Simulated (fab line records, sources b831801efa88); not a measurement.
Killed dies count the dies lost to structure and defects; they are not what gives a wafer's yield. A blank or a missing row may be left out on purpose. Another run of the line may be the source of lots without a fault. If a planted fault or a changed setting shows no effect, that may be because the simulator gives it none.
Struck lot and sound lot, side by side + flow sky130 + 16 steps out of a route of 708
Sound: the wafers L358.1, L358.2, L358.5. Wafers L350.1, L350.2, L350.4 were the ones struck. The cause comes at the end.
Order at every step that has rows: each side's tool, ch and its chambers, its first start. Under that, the readings that differ: sound wafers + struck wafers + difference of the means + sigmas: that difference in standard deviations of wafers without a fault.
alike: same words and numbers on both sides, and readings whose means sit less than 2 such deviations apart. not compared: any withheld reading, any reading some wafer has no value for, any bound like >300 that may hide the same value, and any number with overlapping values for which the record gives no deviation.
A row with sigmas, a row that says differs or no value, or rows on one side alone: a step with any of these is where the two part. Numbers that don't overlap but have no deviation are shown without sigmas and don't part them. A reading that every wafer of one side lacks parts them only if that side has two wafers or more.

SKY_LDD_HVP_TW_MEAS_10:
  sound on film metro-01 at day 29 06:16; struck on film metro-02 at day 26 17:29
| reading    | sound             | struck            | difference | sigmas |
|------------|-------------------|-------------------|------------|--------|
| LDD_HVP_TW | 449.2 450.1 452.6 | 459.9 458.4 458.2 | +8.2       | +3     |
then, 7 steps without rows for these wafers: SKY_LDD_LDN_DEHYDRATE_00 (time 60 s); SKY_LDD_LDN_HMDS_01 (prime time 60 s); SKY_LDD_LDN_COAT_02 (resist thk 1140 nm); SKY_LDD_LDN_SOFTBAKE_03 (time 60 s); SKY_LDD_LDN_EXPOSE_04 (exposes mask LDNTM, target cd 700 nm); SKY_LDD_LDN_PEB_05; SKY_LDD_LDN_DEVELOP_06 (develop time 60 s).
SKY_LDD_LDN_OVL_MEAS_07:
  sound on overlay-01 at day 30 10:34; struck on overlay-02 at day 27 22:13
  alike: LDD_LDN_OVL
then, 3 steps without rows for these wafers: SKY_LDD_LDN_IMPLANT_08; SKY_LDD_LDN_IMPLANT_09; SKY_LDD_LDN_IMPLANT_10.
SKY_LDD_LDN_IMPLANT_11:
  struck on implanter-03, day 27 22:41; sound on implanter-01 ch 0, day 30 11:02
  no value came back on the struck wafers for beam energy keV, beam on s (s), end station pressure torr (Torr), rotation deg (degrees); on the sound wafers beam energy keV reads 15.001 15.003 14.996
SKY_LDD_LDN_STRIP_12: strips in O2/N2.
  sound on plasma asher-03 ch 0,1, day 30 11:11; struck on plasma asher-03 ch 0,1, day 27 22:50
| reading                      | sound             | struck            | difference | sigmas |
|------------------------------|-------------------|-------------------|------------|--------|
| strip time to endpoint s (s) | 14.18 14.18 14.15 | 14.25 14.24 14.27 | +0.08      | +2     |
  alike: drypump motor current A, oes product au
  not compared: rf hours counter h
SKY_LDD_LDN_TW_MEAS_13:
  sound on film metro-03 at day 30 11:17; struck on film metro-01 at day 27 22:56
| reading    | sound          | struck         | difference | sigmas |
|------------|----------------|----------------|------------|--------|
| LDD_LDN_TW | 1476 1483 1486 | 1347 1344 1349 | -135       | -14    |
then, 1 step without rows for these wafers: SKY_LDD_LDN_CLEAN_14 (cleans in SC1/SC2, time 150 s).

== WHERE THEY PART ==
First at SKY_LDD_HVP_TW_MEAS_10; last, within this record, at SKY_LDD_LDN_TW_MEAS_13.

WHY: whatever the simulator had introduced
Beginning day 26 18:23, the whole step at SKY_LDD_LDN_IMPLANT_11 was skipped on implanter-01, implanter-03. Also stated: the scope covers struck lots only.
